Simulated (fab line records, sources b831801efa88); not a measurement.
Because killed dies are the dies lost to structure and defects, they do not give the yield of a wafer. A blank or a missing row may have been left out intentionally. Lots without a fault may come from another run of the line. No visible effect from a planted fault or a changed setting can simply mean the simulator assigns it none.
The tool behind it: which one? ; flow sky130 ; 6 lots, 18 wafers sampled, at 3 steps of a route of 708

WHAT EACH GAUGE READ, for each wafer
SKY_METAL3_CD_MEAS_13 targets a cd of 300 nm.
lot;measured;on;cd_nm (nm)
L777;day 39 01:53;cd_sem-02;301.3 300.8 301.5
L780;day 39 23:56;cd_sem-01;300.9 300.0 300.8
L782;day 40 06:53;cd_sem-02;300.5 301.3 300.3
L784;day 41 02:50;cd_sem-01;300.2 298.4 300.6
L788;day 42 06:13;cd_sem-01;243.4 257.0 248.6
L797;day 44 20:20;cd_sem-02;297.7 298.0 297.6

TOOL THAT RAN EACH LOT (tool first, then ch and the chambers of the sampled wafers, then the start)
lot;SKY_METAL3_SPUTTER_02;SKY_METAL3_EXPOSE_10
L777;pvd_sputter-02, day 36 21:46;krf_scanner-01 ch 0, day 38 13:35
L780;pvd_sputter-01, day 37 21:16;krf_scanner-01 ch 0, day 39 11:35
L782;pvd_sputter-03, day 38 03:16;krf_scanner-01 ch 0, day 39 18:23
L784;pvd_sputter-02, day 38 23:56;krf_scanner-02 ch 0, day 40 14:27
L788;pvd_sputter-02, day 40 05:20;krf_scanner-02 ch 0, day 41 18:24
L797;pvd_sputter-03, day 42 22:14;krf_scanner-01 ch 0, day 44 10:01
- SKY_METAL3_SPUTTER_02: material AlCu, target thk 735 nm, time 39.1 s.
- SKY_METAL3_EXPOSE_10: exposes mask MM3, target cd 300 nm.

THE ANSWER, worked out from the rows above alone
Rule: usual is defined by the lots themselves. Put in order of their means at a reading, lots are off if they are a third of the lots or fewer, leave a main group of 4 or more, and stand apart from it by a gap of 3 or more times the standard deviation of the main group's means; of several such gaps the widest counts. The tables above print the reading to a certain number of digits; a main group whose means all agree to those digits is not used. A lot without any number at a reading at which 4 lots or more have one is off too. Where the step has rows for the other lots, those lots are counted as sound.
Off: L788 (SKY_METAL3_CD_MEAS_13, cd_nm). Mean 300.0 nm and standard deviation 1.2 in the main group.
If a tool, at a process step before that reading, ran all the lots that are off and no sound lot after the first of them, it fits. Those tools and the gauges at SKY_METAL3_CD_MEAS_13 are tried in the same way. Can't be told from this: 3 tools fit, pvd_sputter-02 at SKY_METAL3_SPUTTER_02, krf_scanner-02 at SKY_METAL3_EXPOSE_10, cd_sem-01 at SKY_METAL3_CD_MEAS_13.

WHAT WAS PUT IN BY THE SIMULATOR
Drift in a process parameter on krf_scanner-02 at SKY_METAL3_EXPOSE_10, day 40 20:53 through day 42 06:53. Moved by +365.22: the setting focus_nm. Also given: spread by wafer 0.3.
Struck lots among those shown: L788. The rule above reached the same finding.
